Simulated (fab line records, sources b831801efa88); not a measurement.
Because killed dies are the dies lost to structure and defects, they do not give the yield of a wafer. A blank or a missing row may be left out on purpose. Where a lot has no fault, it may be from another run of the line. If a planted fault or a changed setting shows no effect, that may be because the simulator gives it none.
Which tool did it? -- flow sky130 -- Sampling: 6 lots, 18 wafers, 2 of 708 route steps

== WHAT EACH GAUGE READ, for each wafer ==
SKY_POLY_GATE_THK_MEAS_21.
lot,measured,on,POLY_GATE_OXIDATION_THK (nm)
L682,day 17 15:46,film metro-03,3.92 4.03 3.96
L687,day 19 05:23,film metro-04,3.96 3.86 3.89
L693,day 20 19:18,film metro-03,5.29 5.29 5.31
L699,day 23 01:44,film metro-01,3.93 3.96 3.86
L702,day 24 01:37,film metro-03,3.94 3.95 3.90
L704,day 24 12:42,film metro-03,3.97 4.04 3.93

== WHICH TOOL RAN EACH LOT (tool, then ch and the chambers of the sampled wafers, then the start) ==
lot,SKY_POLY_GATE_OXIDATION_20
L682,"furnace-02 ch 0, day 17 14:31"
L687,"furnace-01 ch 0, day 19 04:07"
L693,"furnace-01 ch 0, day 20 18:04"
L699,"furnace-02 ch 0, day 23 00:28"
L702,"furnace-01 ch 0, day 24 00:21"
L704,"furnace-01 ch 0, day 24 11:27"
- SKY_POLY_GATE_OXIDATION_20: stabilise 600 s, purge 300 s, target thk 4 nm.

== THE ANSWER, worked out from the rows above alone ==
Rule: what is usual is taken from the lots themselves. Put in order of their means at a reading, lots are off if they are a third of the lots or fewer, leave a main group of 4 or more, and stand apart from it by a gap of 3 or more times the standard deviation of the main group's means; of several such gaps the widest counts. The tables above print the reading to a certain number of digits; a main group whose means all agree to those digits is not used. Also off: a lot with no number at a reading for which 4 or more lots have one. All remaining lots with rows at the step are treated as sound.
Off: L693, seen at SKY_POLY_GATE_THK_MEAS_21 (POLY_GATE_OXIDATION_THK). The main group has a mean of 3.94 nm with a standard deviation of 0.03.
If a tool, at a process step before that reading, ran all the lots that are off and no sound lot after the first of them, it fits. Gauges at SKY_POLY_GATE_THK_MEAS_21: tried the same way as those tools. Not one of the candidates tried fits.

== WHAT THE SIMULATOR HAD PUT IN ==
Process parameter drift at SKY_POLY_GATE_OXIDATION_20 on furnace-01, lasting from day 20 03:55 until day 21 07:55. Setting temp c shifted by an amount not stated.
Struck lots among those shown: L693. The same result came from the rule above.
